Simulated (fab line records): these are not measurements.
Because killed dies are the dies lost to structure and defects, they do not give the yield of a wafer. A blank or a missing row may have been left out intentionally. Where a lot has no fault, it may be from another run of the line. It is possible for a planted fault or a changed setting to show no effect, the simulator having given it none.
fab line records ; flow gf180mcu
[record] lots = 6; wafers = 18; last-day = 34
route steps=602 shown MVSD@74 MVPSD@78 VT_IMPLANT@91
lots with no fault: from the same line, run without faults
start-h: the number of hours between the record's first day and the start of the first shown wafer of the lot ; wait-h: hours from the lot's prior step to this one ; " identical to the entry in the row above ; L1.1+2: a single row standing in for several wafers ; - value missing, or start not given ; * or withheld: withheld ; < > ~ a bound
route shown NAME@n: NAME is a module with steps in the file, n the number in the route of the first one ; usual: mean/standard deviation of fault-free wafers ; same: alike in all rows ; chamber/n: place in a boat ; sites: readings site by site ; _std_site: the standard deviation of these ; _edge_site: mean of outer sites minus mean of inner sites ; radius-mm: for every site, how far away it sits from the centre of the wafer ; mask NAME#n: copy n ; behind: the last tool/chamber to shape the wafer ; hold: what put the lot on hold/how long, in hours/how the hold closed ; device: whichever transistor did not switch (one of n, p or np) ; end of line: at the end of the route, the tests of the same wafers ; for a step that has no rows: nothing shown but its recipe ; killed: count of dies lost to structure and defects at first sort (not the wafer's yield) ; map: a wafer's dies, marking killed ones x, the rest . and places with no die _
set.NAME: setting as actually run; set.NAME@STEP: the setting as run at that earlier step ; model.NAME: the simulator's own value behind a step, which no gauge read
certain route steps with their lots: each step a table, each wafer a row
services: when a tool's chamber went out of use (start-h, in hours from the record's first day, below 0 if earlier), for how many hours, and the reason
[[steps]]
[step GF_MVSD_IMPLANT_08]
[recipe] species = P; energy-kev = 400; dose-cm2 = 1.6e+13; tilt-deg = 0
[step GF_MVSD_IMPLANT_09]
[recipe] species = P; energy-kev = 100; dose-cm2 = 5e+12; tilt-deg = 0
[step GF_MVSD_STRIP_10]
[recipe] chemistry = O2/N2; power-w = 1400; pressure-mtorr = 1500; platen-temp-c = 250; o2-flow-sccm = 3000; n2-flow-sccm = 300; overash-fraction = 0.5
[usual] drypump-motor-current-A = 5.7/0.5; heater-power-w = 328/35; n2-flow-sccm = 299.9/0.83; oes-product-au = 0.722/0.0044; strip-time-to-endpoint-s = 37.14/0.1
lot.wafer;tool;chamber;start-h;wait-h;drypump-motor-current-A;heater-power-w;n2-flow-sccm;oes-product-au;rf-hours-counter-h;strip-time-to-endpoint-s
L657.1;plasma-asher-03;1;111.57;0.1;5.7;321;299.8;0.725;31;37.08
L657.3;plasma-asher-03;1;111.57;0.1;5.8;326;299.4;0.729;-;36.93
L657.4;plasma-asher-03;0;111.57;0.1;6.2;340;300.8;0.729;-;37.06
L658.2;plasma-asher-03;0;117.52;0.1;6.3;343;299.1;0.721;32;37.16
L658.3;plasma-asher-03;0;117.52;0.1;6.2;354;299.3;0.722;-;37.15
L658.5;plasma-asher-03;0;117.52;0.1;6.3;341;300.5;0.719;-;37.23
L667.4;plasma-asher-03;0;165.90;0.1;6.2;351;298.9;0.723;-;37.23
L667.5;plasma-asher-03;1;165.90;0.1;5.8;324;299.9;0.715;-;37.17
L667.6;plasma-asher-03;0;165.90;0.1;6.2;354;298.5;0.725;-;37.28
L668.2;plasma-asher-01;0;171.97;0.1;5.7;299;301.2;0.720;51;37.29
L668.3;plasma-asher-01;0;171.97;0.1;5.7;292;300.4;0.724;-;37.27
L668.6;plasma-asher-01;1;171.97;0.1;5.4;326;299.2;0.724;-;37.23
L673.2;plasma-asher-03;0;217.79;0.1;6.2;355;300.8;0.722;43;37.21
L673.4;plasma-asher-03;1;217.79;0.1;5.8;322;299.7;0.724;-;37.19
L673.6;plasma-asher-03;0;217.79;0.1;6.2;348;300.4;0.721;-;37.31
L675.2;plasma-asher-01;1;222.59;0.1;5.4;335;300.0;0.725;57;37.23
L675.4;plasma-asher-01;1;222.59;0.1;5.4;329;300.7;0.718;-;37.16
L675.5;plasma-asher-01;0;222.59;0.1;5.7;303;301.2;0.724;-;37.24
[step GF_MVSD_TW_MEAS_11]
[usual] MVSD_TW = 1574/10
lot.wafer;tool;chamber;start-h;wait-h;MVSD_TW
L657.1;film-metro-04;-;111.67;0.1;1564
L657.3;film-metro-04;-;111.67;0.1;1563
L657.4;film-metro-04;-;111.67;0.1;1571
L658.2;film-metro-03;-;117.63;0.1;1594
L658.3;film-metro-03;-;117.63;0.1;1592
L658.5;film-metro-03;-;117.63;0.1;1598
L667.4;film-metro-01;-;166.00;0.1;1574
L667.5;film-metro-01;-;166.00;0.1;1579
L667.6;film-metro-01;-;166.00;0.1;1576
L668.2;film-metro-01;-;172.08;0.1;1565
L668.3;film-metro-01;-;172.08;0.1;1572
L668.6;film-metro-01;-;172.08;0.1;1575
L673.2;film-metro-01;-;217.90;0.1;1570
L673.4;film-metro-01;-;217.90;0.1;1567
L673.6;film-metro-01;-;217.90;0.1;1576
L675.2;film-metro-01;-;222.70;0.1;1571
L675.4;film-metro-01;-;222.70;0.1;1572
L675.5;film-metro-01;-;222.70;0.1;1577
[step GF_MVPSD_DEHYDRATE_00]
[recipe] temp-c = 200; time-s = 60
[step GF_MVPSD_HMDS_01]
[recipe] prime-time-s = 60; prime-temp-c = 120
[step GF_MVPSD_COAT_02]
[recipe] spin-rpm = 2000; resist-thk-nm = 3000
[step GF_MVPSD_SOFTBAKE_03]
[recipe] temp-c = 110; time-s = withheld
[step GF_MVPSD_EXPOSE_04]
[recipe] mask-id = MVPSD; target-cd-nm = 1000; na = 0.6; source-shape = conventional; sigma-outer = 0.6; dose-mj = 260
[step GF_MVPSD_PEB_05]
[recipe] temp-c = 115; time-s = withheld
[step GF_MVPSD_DEVELOP_06]
[recipe] wall-angle-deg = 90; develop-time-s = 60; dev-temp-c = 23
[step GF_MVPSD_OVL_MEAS_07]
[usual] MVPSD_OVL = 0.8/1.3
lot.wafer;tool;chamber;start-h;wait-h;MVPSD_OVL[nm]
L657.1;overlay-01;-;125.48;-;-0.1
L657.3;overlay-01;-;125.48;-;0.5
L657.4;overlay-01;-;125.48;-;1.4
L658.2;overlay-01;-;131.13;-;0.0
L658.3;overlay-01;-;131.13;-;0.9
L658.5;overlay-01;-;131.13;-;-1.5
L667.4;overlay-02;-;181.07;-;-0.8
L667.5;overlay-02;-;181.07;-;-0.8
L667.6;overlay-02;-;181.07;-;-1.7
L668.2;overlay-02;-;187.98;-;0.8
L668.3;overlay-02;-;187.98;-;0.2
L668.6;overlay-02;-;187.98;-;0.1
L673.2;overlay-01;-;235.03;-;-1.7
L673.4;overlay-01;-;235.03;-;1.2
L673.6;overlay-01;-;235.03;-;0.7
L675.2;overlay-02;-;240.48;-;1.1
L675.4;overlay-02;-;240.48;-;2.0
L675.5;overlay-02;-;240.48;-;0.0
[step GF_MVPSD_IMPLANT_08]
[recipe] species = B; energy-kev = 170; dose-cm2 = 1.5e+13; tilt-deg = 0
[usual] tilt-deg = 0.001/0.021
[same] implant-ion-amu = 11
lot.wafer;tool;chamber;start-h;wait-h;tilt-deg
L657.1;implanter-02;0;125.51;0.0;0.006
L657.3;implanter-02;0;125.51;0.0;0.014
L657.4;implanter-02;0;125.51;0.0;-0.015
L658.2;implanter-03;0;131.19;0.0;0.006
L658.3;implanter-03;0;131.19;0.0;0.024
L658.5;implanter-03;0;131.19;0.0;0.011
L667.4;implanter-03;0;181.16;0.1;3.675
L667.5;implanter-03;0;181.16;0.1;3.656
L667.6;implanter-03;0;181.16;0.1;3.655
L668.2;implanter-03;0;188.04;0.0;3.636
L668.3;implanter-03;0;188.04;0.0;3.630
L668.6;implanter-03;0;188.04;0.0;3.681
L673.2;implanter-04;0;235.09;0.0;-0.037
L673.4;implanter-04;0;235.09;0.0;0.005
L673.6;implanter-04;0;235.09;0.0;0.000
L675.2;implanter-02;0;240.54;0.0;-0.016
L675.4;implanter-02;0;240.54;0.0;-0.015
L675.5;implanter-02;0;240.54;0.0;0.013
[step GF_MVPSD_IMPLANT_09]
[recipe] species = B; energy-kev = 40; dose-cm2 = 5e+12; tilt-deg = 0
[step GF_MVPSD_STRIP_10]
[recipe] chemistry = O2/N2; power-w = 1400; pressure-mtorr = 1500; platen-temp-c = 250; o2-flow-sccm = 3000; n2-flow-sccm = 300; overash-fraction = 0.5
[usual] drypump-motor-current-A = 5.5/0.4; heater-power-w = 344/64; n2-flow-sccm = 300.0/1; oes-product-au = 0.722/0.0046; strip-time-to-endpoint-s = 37.01/0.095
lot.wafer;tool;chamber;start-h;wait-h;drypump-motor-current-A;heater-power-w;n2-flow-sccm;oes-product-au;rf-hours-counter-h;strip-time-to-endpoint-s
L657.1;plasma-asher-01;1;125.81;0.1;5.4;326;299.5;0.721;46;36.93
L657.3;plasma-asher-01;0;125.81;0.1;5.7;298;298.7;0.717;-;36.94
L657.4;plasma-asher-01;1;125.81;0.1;5.4;323;298.3;0.728;-;36.93
L658.2;plasma-asher-02;0;131.46;0.1;6.0;480;299.6;0.725;1;37.03
L658.3;plasma-asher-02;1;131.46;0.1;4.9;342;298.6;0.722;-;36.98
L658.5;plasma-asher-02;1;131.46;0.1;4.9;351;299.7;0.729;-;36.98
L667.4;plasma-asher-01;0;181.42;0.1;5.7;282;300.8;0.721;-;37.11
L667.5;plasma-asher-01;1;181.42;0.1;5.4;337;299.1;0.721;-;37.20
L667.6;plasma-asher-01;0;181.42;0.1;5.7;285;301.6;0.723;-;37.14
L668.2;plasma-asher-01;1;188.31;0.1;5.4;323;297.6;0.727;53;37.07
L668.3;plasma-asher-01;1;188.31;0.1;5.3;327;297.9;0.717;-;37.08
L668.6;plasma-asher-01;1;188.31;0.1;5.4;340;298.4;0.722;-;37.01
L673.2;plasma-asher-01;1;235.36;0.1;5.4;333;300.9;0.720;59;37.07
L673.4;plasma-asher-01;1;235.36;0.1;5.4;328;300.9;0.727;-;37.00
L673.6;plasma-asher-01;1;235.36;0.1;5.4;340;300.0;0.724;-;37.01
L675.2;plasma-asher-02;1;240.81;0.1;4.9;342;300.3;0.724;14;37.04
L675.4;plasma-asher-02;1;240.81;0.1;4.9;338;299.8;0.723;-;36.95
L675.5;plasma-asher-02;1;240.81;0.1;4.9;342;299.6;0.721;-;37.11
[step GF_MVPSD_TW_MEAS_11]
[usual] MVPSD_TW = 554/4.8
lot.wafer;tool;chamber;start-h;wait-h;hold;MVPSD_TW
L657.1;film-metro-01;-;125.91;0.1;-;548
L657.3;film-metro-01;-;125.91;0.1;-;551
L657.4;film-metro-01;-;125.91;0.1;-;549
L658.2;film-metro-03;-;131.57;0.1;-;559
L658.3;film-metro-03;-;131.57;0.1;-;557
L658.5;film-metro-03;-;131.57;0.1;-;562
L667.4;film-metro-03;-;181.52;0.1;await-dispo/0.2h/release;611
L667.5;film-metro-03;-;181.52;0.1;await-dispo/0.2h/release;610
L667.6;film-metro-03;-;181.52;0.1;await-dispo/0.2h/release;609
L667.4;film-metro-03;-;181.75;0.2;-;612
L667.5;film-metro-03;-;181.75;0.2;-;610
L667.6;film-metro-03;-;181.75;0.2;-;611
L668.2;film-metro-01;-;188.42;0.1;await-dispo/0.2h/release;603
L668.3;film-metro-01;-;188.42;0.1;await-dispo/0.2h/release;606
L668.6;film-metro-01;-;188.42;0.1;await-dispo/0.2h/release;604
L668.2;film-metro-01;-;188.65;0.2;-;601
L668.3;film-metro-01;-;188.65;0.2;-;603
L668.6;film-metro-01;-;188.65;0.2;-;606
L673.2;film-metro-03;-;235.47;0.1;-;559
L673.4;film-metro-03;-;235.47;0.1;-;560
L673.6;film-metro-03;-;235.47;0.1;-;563
L675.2;film-metro-03;-;240.92;0.1;-;558
L675.4;film-metro-03;-;240.92;0.1;-;558
L675.5;film-metro-03;-;240.92;0.1;-;556
[step GF_VT_IMPLANT_HMDS_01]
[recipe] prime-time-s = 60; prime-temp-c = 120
[step GF_VT_IMPLANT_COAT_02]
[recipe] resist = NOVOLAK; spin-rpm = 2930; resist-thk-nm = 1000
[step GF_VT_IMPLANT_SOFTBAKE_03]
[recipe] temp-c = 90; time-s = 60; resist = NOVOLAK
[step GF_VT_IMPLANT_EXPOSE_04]
[recipe] mask-id = LVPWELL_LV_AREA; target-cd-nm = 600; na = 0.6; source-shape = conventional; sigma-outer = 0.6; dose-mj = 140
[step GF_VT_IMPLANT_PEB_05]
[recipe] temp-c = withheld; time-s = *; resist = NOVOLAK
[step GF_VT_IMPLANT_DEVELOP_06]
[recipe] develop-time-s = 60; dev-temp-c = 23
[step GF_VT_IMPLANT_OVL_MEAS_07]
[usual] VT_IMPLANT_OVL = 0.6/1.2
lot.wafer;tool;chamber;start-h;wait-h;VT_IMPLANT_OVL[nm]
L657.1;overlay-01;-;139.88;0.1;-0.1
L657.3;overlay-01;-;139.88;0.1;0.7
L657.4;overlay-01;-;139.88;0.1;0.4
L658.2;overlay-01;-;145.59;0.1;-1.1
L658.3;overlay-01;-;145.59;0.1;-1.6
L658.5;overlay-01;-;145.59;0.1;-1.3
L667.4;overlay-01;-;197.57;0.1;0.6
L667.5;overlay-01;-;197.57;0.1;0.4
L667.6;overlay-01;-;197.57;0.1;-1.8
L668.2;overlay-01;-;205.53;0.1;-1.3
L668.3;overlay-01;-;205.53;0.1;-1.3
L668.6;overlay-01;-;205.53;0.1;1.6
L673.2;overlay-01;-;253.79;0.1;1.8
L673.4;overlay-01;-;253.79;0.1;1.0
L673.6;overlay-01;-;253.79;0.1;1.6
L675.2;overlay-02;-;259.08;0.1;1.5
L675.4;overlay-02;-;259.08;0.1;1.8
L675.5;overlay-02;-;259.08;0.1;-0.2
[step GF_VT_IMPLANT_IMPLANT_08]
[recipe] species = BF2; energy-kev = 20; dose-cm2 = 8.29e+12; tilt-deg = 7
[step GF_VT_IMPLANT_STRIP_09]
[recipe] chemistry = O2/N2; power-w = 1400; pressure-mtorr = 1500; platen-temp-c = 250; o2-flow-sccm = 3000; n2-flow-sccm = 300; overash-fraction = 0.5
[usual] drypump-motor-current-A = 5.7/0.54; heater-power-w = 359/61; n2-flow-sccm = 300.0/0.99; oes-product-au = 0.715/0.0043; strip-time-to-endpoint-s = 12.78/0.033
lot.wafer;tool;chamber;start-h;wait-h;drypump-motor-current-A;heater-power-w;n2-flow-sccm;oes-product-au;rf-hours-counter-h;strip-time-to-endpoint-s
L657.1;plasma-asher-03;1;140.07;0.1;5.8;319;299.5;0.721;34;12.76
L657.3;plasma-asher-03;1;140.07;0.1;5.8;322;300.6;0.717;-;12.79
L657.4;plasma-asher-03;0;140.07;0.1;6.2;349;301.3;0.717;-;12.81
L658.2;plasma-asher-03;1;145.77;0.1;5.8;311;298.6;0.717;35;12.77
L658.3;plasma-asher-03;0;145.77;0.1;6.2;341;298.6;0.721;-;12.77
L658.5;plasma-asher-03;0;145.77;0.1;6.2;347;298.9;0.715;-;12.82
L667.4;plasma-asher-02;1;197.77;0.1;4.9;348;299.6;0.709;-;12.82
L667.5;plasma-asher-02;0;197.77;0.1;6.0;474;300.0;0.715;-;12.80
L667.6;plasma-asher-02;1;197.77;0.1;4.9;338;300.1;0.709;-;12.78
L668.2;plasma-asher-02;0;205.71;0.1;6.0;478;299.9;0.725;10;12.76
L668.3;plasma-asher-02;0;205.71;0.1;6.0;485;300.4;0.715;-;12.78
L668.6;plasma-asher-02;0;205.71;0.1;6.0;478;299.5;0.716;-;12.77
L673.2;plasma-asher-04;1;253.97;0.1;4.7;389;301.4;0.711;57;12.74
L673.4;plasma-asher-04;1;253.97;0.1;4.7;381;300.0;0.719;-;12.81
L673.6;plasma-asher-04;1;253.97;0.1;4.7;383;300.6;0.717;-;12.73
L675.2;plasma-asher-03;0;259.26;0.1;6.3;347;300.2;0.713;47;12.79
L675.4;plasma-asher-03;1;259.26;0.1;5.8;322;301.0;0.721;-;12.77
L675.5;plasma-asher-03;1;259.26;0.1;5.8;320;302.4;0.711;-;12.76
[step GF_VT_IMPLANT_TW_MEAS_10]
[usual] VT_IMPLANT_TW = 563/3.4
lot.wafer;tool;chamber;start-h;wait-h;VT_IMPLANT_TW
L657.1;film-metro-02;-;140.17;0.1;559
L657.3;film-metro-02;-;140.17;0.1;560
L657.4;film-metro-02;-;140.17;0.1;562
L658.2;film-metro-01;-;145.88;0.1;562
L658.3;film-metro-01;-;145.88;0.1;564
L658.5;film-metro-01;-;145.88;0.1;560
L667.4;film-metro-02;-;197.87;0.1;563
L667.5;film-metro-02;-;197.87;0.1;561
L667.6;film-metro-02;-;197.87;0.1;564
L668.2;film-metro-01;-;205.82;0.1;564
L668.3;film-metro-01;-;205.82;0.1;562
L668.6;film-metro-01;-;205.82;0.1;561
L673.2;film-metro-03;-;254.08;0.1;569
L673.4;film-metro-03;-;254.08;0.1;571
L673.6;film-metro-03;-;254.08;0.1;567
L675.2;film-metro-03;-;259.37;0.1;568
L675.4;film-metro-03;-;259.37;0.1;570
L675.5;film-metro-03;-;259.37;0.1;567
[step GF_VT_IMPLANT_DEHYDRATE_11]
[recipe] temp-c = 200; time-s = 60
[step GF_VT_IMPLANT_HMDS_12]
[recipe] prime-time-s = 60; prime-temp-c = 120
[step GF_VT_IMPLANT_COAT_13]
[recipe] resist = NOVOLAK; spin-rpm = 3000; resist-thk-nm = 1000
[step GF_VT_IMPLANT_SOFTBAKE_14]
[recipe] temp-c = 90; time-s = 60; resist = NOVOLAK
[step GF_VT_IMPLANT_EXPOSE_15]
[recipe] mask-id = Nwell_LV_AREA; target-cd-nm = 860; na = 0.6; source-shape = conventional; sigma-outer = 0.6; dose-mj = 140
[step GF_VT_IMPLANT_PEB_16]
[recipe] temp-c = withheld; time-s = *; resist = NOVOLAK
[step GF_VT_IMPLANT_DEVELOP_17]
[recipe] develop-time-s = 60; dev-temp-c = 23
[step GF_VT_IMPLANT_OVL_MEAS_18]
[usual] VT_IMPLANT_01_OVL = -0.7/1.2
lot.wafer;tool;chamber;start-h;wait-h;VT_IMPLANT_01_OVL[nm]
L657.1;overlay-01;-;154.40;0.1;-0.9
L657.3;overlay-01;-;154.40;0.1;-2.2
L657.4;overlay-01;-;154.40;0.1;-2.8
L658.2;overlay-02;-;161.16;0.1;0.7
L658.3;overlay-02;-;161.16;0.1;1.2
L658.5;overlay-02;-;161.16;0.1;-0.5
L667.4;overlay-01;-;215.50;0.1;-1.7
L667.5;overlay-01;-;215.50;0.1;-1.1
L667.6;overlay-01;-;215.50;0.1;-1.7
L668.2;overlay-02;-;222.68;0.1;1.7
L668.3;overlay-02;-;222.68;0.1;0.3
L668.6;overlay-02;-;222.68;0.1;0.8
L673.2;overlay-01;-;271.83;0.1;0.5
L673.4;overlay-01;-;271.83;0.1;-1.5
L673.6;overlay-01;-;271.83;0.1;-0.3
L675.2;overlay-01;-;277.94;0.1;-1.6
L675.4;overlay-01;-;277.94;0.1;0.8
L675.5;overlay-01;-;277.94;0.1;0.2
[step GF_VT_IMPLANT_IMPLANT_19]
[recipe] species = As; energy-kev = 100; dose-cm2 = 4.35e+12; tilt-deg = 7
[step GF_VT_IMPLANT_STRIP_20]
[recipe] chemistry = O2/N2; power-w = 1400; pressure-mtorr = 1500; platen-temp-c = 250; o2-flow-sccm = 3000; n2-flow-sccm = 300; overash-fraction = 0.5
[usual] drypump-motor-current-A = 5.5/0.55; heater-power-w = 376/68; n2-flow-sccm = 300.2/0.79; oes-product-au = 0.715/0.0045; strip-time-to-endpoint-s = 12.65/0.033
lot.wafer;tool;chamber;start-h;wait-h;drypump-motor-current-A;heater-power-w;n2-flow-sccm;oes-product-au;rf-hours-counter-h;strip-time-to-endpoint-s
L657.1;plasma-asher-03;1;154.59;0.1;5.8;312;300.7;0.721;36;12.61
L657.3;plasma-asher-03;1;154.59;0.1;5.8;320;300.6;0.710;-;12.56
L657.4;plasma-asher-03;0;154.59;0.1;6.2;340;301.6;0.716;-;12.59
L658.2;plasma-asher-02;1;161.34;0.1;4.9;346;298.9;0.711;5;12.60
L658.3;plasma-asher-02;1;161.34;0.1;4.9;338;300.2;0.717;-;12.62
L658.5;plasma-asher-02;1;161.34;0.1;4.9;335;300.8;0.718;-;12.62
L667.4;plasma-asher-03;1;215.70;0.1;5.7;320;299.7;0.720;-;12.63
L667.5;plasma-asher-03;1;215.70;0.1;5.7;324;300.2;0.715;-;12.64
L667.6;plasma-asher-03;0;215.70;0.1;6.3;344;300.1;0.719;-;12.64
L668.2;plasma-asher-04;0;222.86;0.1;5.7;279;300.5;0.714;53;12.67
L668.3;plasma-asher-04;0;222.86;0.1;5.8;277;301.3;0.718;-;12.70
L668.6;plasma-asher-04;0;222.86;0.1;5.7;278;300.1;0.716;-;12.69
L673.2;plasma-asher-02;1;272.01;0.1;4.9;346;300.6;0.712;18;12.66
L673.4;plasma-asher-02;1;272.01;0.1;4.9;342;299.2;0.718;-;12.65
L673.6;plasma-asher-02;0;272.01;0.1;6.0;471;300.4;0.716;-;12.63
L675.2;plasma-asher-03;1;278.12;0.1;5.7;324;299.4;0.724;49;12.70
L675.4;plasma-asher-03;1;278.12;0.1;5.7;323;301.6;0.723;-;12.68
L675.5;plasma-asher-03;1;278.12;0.1;5.8;322;300.6;0.715;-;12.64
[step GF_VT_IMPLANT_TW_MEAS_21]
[usual] VT_IMPLANT_2_TW = 1216/9.5
lot.wafer;tool;chamber;start-h;wait-h;VT_IMPLANT_2_TW
L657.1;film-metro-02;-;154.69;0.1;1201
L657.3;film-metro-02;-;154.69;0.1;1203
L657.4;film-metro-02;-;154.69;0.1;1204
L658.2;film-metro-02;-;161.45;0.1;1205
L658.3;film-metro-02;-;161.45;0.1;1206
L658.5;film-metro-02;-;161.45;0.1;1209
L667.4;film-metro-02;-;215.79;0.1;1207
L667.5;film-metro-02;-;215.79;0.1;1215
L667.6;film-metro-02;-;215.79;0.1;1210
L668.2;film-metro-03;-;222.97;0.1;1231
L668.3;film-metro-03;-;222.97;0.1;1231
L668.6;film-metro-03;-;222.97;0.1;1228
L673.2;film-metro-02;-;272.12;0.1;1216
L673.4;film-metro-02;-;272.12;0.1;1218
L673.6;film-metro-02;-;272.12;0.1;1213
L675.2;film-metro-02;-;278.23;0.1;1215
L675.4;film-metro-02;-;278.23;0.1;1213
L675.5;film-metro-02;-;278.23;0.1;1215
[step GF_VT_IMPLANT_DEHYDRATE_22]
[recipe] temp-c = 200; time-s = 60
[step GF_VT_IMPLANT_HMDS_23]
[recipe] prime-time-s = 60; prime-temp-c = 120
[step GF_VT_IMPLANT_COAT_24]
[recipe] resist = NOVOLAK; spin-rpm = 3000; resist-thk-nm = 1000
[step GF_VT_IMPLANT_SOFTBAKE_25]
[recipe] temp-c = 90; time-s = 60; resist = NOVOLAK
[step GF_VT_IMPLANT_RS_MEAS_49]
[recipe] thk-meas-gauge = four-point-probe
[usual] MVPSD_RS = 1170.3/2.9
lot.wafer;tool;chamber;start-h;wait-h;hold;MVPSD_RS[ohm/sq]
L657.1;film-metro-03;-;187.34;0.1;-;1177.1
L657.3;film-metro-03;-;187.34;0.1;-;1174.2
L657.4;film-metro-03;-;187.34;0.1;-;1175.8
L658.2;film-metro-04;-;193.03;0.1;-;1166.4
L658.3;film-metro-04;-;193.03;0.1;-;1163.3
L658.5;film-metro-04;-;193.03;0.1;-;1169.3
L667.4;film-metro-04;-;251.74;0.1;await-dispo/0.2h/release;1333.3
L667.5;film-metro-04;-;251.74;0.1;await-dispo/0.2h/release;1331.4
L667.6;film-metro-04;-;251.74;0.1;await-dispo/0.2h/release;1328.8
L667.4;film-metro-04;-;252.03;0.3;-;1330.2
L667.5;film-metro-04;-;252.03;0.3;-;1331.0
L667.6;film-metro-04;-;252.03;0.3;-;1329.4
L668.2;film-metro-04;-;260.08;0.1;await-dispo/0.2h/release;1333.0
L668.3;film-metro-04;-;260.08;0.1;await-dispo/0.2h/release;1332.6
L668.6;film-metro-04;-;260.08;0.1;await-dispo/0.2h/release;1329.0
L668.2;film-metro-04;-;260.36;0.3;-;1331.2
L668.3;film-metro-04;-;260.36;0.3;-;1329.8
L668.6;film-metro-04;-;260.36;0.3;-;1328.5
L673.2;film-metro-04;-;312.28;0.1;-;1164.2
L673.4;film-metro-04;-;312.28;0.1;-;1165.0
L673.6;film-metro-04;-;312.28;0.1;-;1166.4
L675.2;film-metro-03;-;320.08;0.1;-;1173.6
L675.4;film-metro-03;-;320.08;0.1;-;1171.9
L675.5;film-metro-03;-;320.08;0.1;-;1173.7
[[services]]
tool;chamber;start-h;hours;kind
plasma-asher-02;-;108.75;9.0;pm
plasma-asher-02;0;108.75;9.0;vent-cycle
plasma-asher-02;1;108.75;9.0;vent-cycle
plasma-asher-02;0;117.75;-;clean
plasma-asher-02;1;117.75;-;clean
implanter-02;-;120.22;4.9;pm
plasma-asher-04;-;127.34;5.6;repair
implanter-03;-;128.75;1.9;repair
implanter-04;-;147.03;0.9;repair
implanter-03;-;150.57;1.6;repair
implanter-02;-;159.49;2.9;repair
implanter-02;-;159.91;9.7;repair
implanter-04;-;168.37;0.6;repair
plasma-asher-04;-;176.59;34.4;repair
plasma-asher-02;-;191.54;2.7;repair
implanter-04;-;203.96;19.7;repair
implanter-03;-;222.71;3.8;pm
plasma-asher-04;-;229.23;1.5;repair
implanter-04;-;231.10;3.6;pm
plasma-asher-02;-;238.44;0.5;repair
implanter-04;-;248.43;2.9;repair
plasma-asher-03;-;248.97;2.0;repair
[[key]]
[first-sign] step = GF_MVPSD_IMPLANT_08; reading = tilt-deg; direction = up; sigmas = 99+; usual = 0.001; struck = 3.655
[effect] step = GF_MVPSD_TW_MEAS_11; reading = visit; direction = added
[effect] step = GF_MVPSD_TW_MEAS_11; reading = MVPSD_TW; direction = up; sigmas = 11; usual = 554; struck = 607
[effect] step = GF_VT_IMPLANT_RS_MEAS_49; reading = MVPSD_RS; direction = up; sigmas = 55; usual = 1170.3; struck = 1331.4
met-at GF_MVPSD_IMPLANT_08
struck-wafers L667.4,L667.5,L667.6,L668.2,L668.3,L668.6
scrapped-behind GF_VT_IMPLANT_RS_MEAS_49 L667.4,L667.5,L667.6,L668.2,L668.3,L668.6
onset-between 131.19 181.16
[fault] kind = process-parameter-drift; tool = implanter-03; chamber = -; onset-h = 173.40; steps = GF_MVPSD_IMPLANT_08; channel = tilt-deg; offset = 3.6626; shape = step; end-h = 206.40; acts-in = these-recipes-only; stated = 0
